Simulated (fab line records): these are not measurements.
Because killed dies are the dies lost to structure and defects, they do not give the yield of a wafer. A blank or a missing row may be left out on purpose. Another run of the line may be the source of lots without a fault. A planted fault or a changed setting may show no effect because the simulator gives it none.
2 desks looking at one fault ; flow gf180mcu ; what lay behind the numbers comes last; until then each desk has only its own

AT THE METROLOGY DESK
Means of the sampled wafers that have a number, per lot and without regard to the tool the lot ran on: this is what the gauges read. A lot is out of limits, marked OUT, if its mean lies more than 4 standard deviations from the usual mean; the brackets give that distance.
Columns: A = M4_OVL at GF_M4_OVL_MEAS_15, usual 0 nm; B = V4_BOW at GF_V4_BOW_MEAS_05, usual 133 um
lot;first seen here;A;B
L772;day 23 05:32;-2;128
L773;day 23 11:04;-3;131
L775;day 24 03:21;1;141
L776;day 24 15:00;-2;133
L781;day 26 15:50;2;130
L782;day 26 21:44;-5;131
L785;day 27 14:10;2;151
L786;day 27 23:36;-4;133
L787;day 28 06:44;-1;138
L790;day 28 21:05;-2;138
L792;day 29 17:00;-1;126
L793;day 30 04:07;-1;131
This desk found nothing out of limits on any of the 12 lots.

TOOL OWNER'S DESK, pvd sputter-02
At GF_MIM_SPUTTER_07 (material TiN, target thk 60 nm, time 50 s) the tool's own readings: per lot run on this tool, the mean of the sampled wafers that have a number. A lot is out of limits, marked OUT, if its mean lies more than 4 standard deviations from the usual mean; the brackets give that distance.
Columns: A = cathode dc power W at GF_MIM_SPUTTER_07, usual 6500.0 W; B = throttle valve pct at GF_MIM_SPUTTER_07, usual 30.1 %
lot;first seen here;A;B
L785;day 28 13:13;6499.6;30.4
L786;day 28 22:38;6499.8;30.1
L787;day 29 05:05;7006.3 (+99 or more) OUT;30.6
L790;day 29 20:14;7005.6 (+99 or more) OUT;30.8
This desk finds L787, L790 out of limits, L787 being first, at day 29 05:05 (cathode dc power W at GF_MIM_SPUTTER_07). L785, L786 stayed within limits.

BROUGHT TOGETHER
The tool owner's desk had the chance to raise an alarm at day 29 05:05 on L787, L790.
At the metrology desk, nothing out of limits was observed.
The metrology desk has L787, L790 on record, within its limits.
Of the lots named, all ran GF_MIM_SPUTTER_07 on pvd sputter-02.

WHAT THE SIMULATOR HAD PUT IN
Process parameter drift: pvd sputter-02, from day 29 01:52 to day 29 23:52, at GF_MIM_SPUTTER_07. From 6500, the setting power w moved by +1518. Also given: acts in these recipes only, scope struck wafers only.
Lots struck among those shown: L787, L790.
Hours from the fault's start to each desk's first reading out of limits: the tool owner's desk, 3.
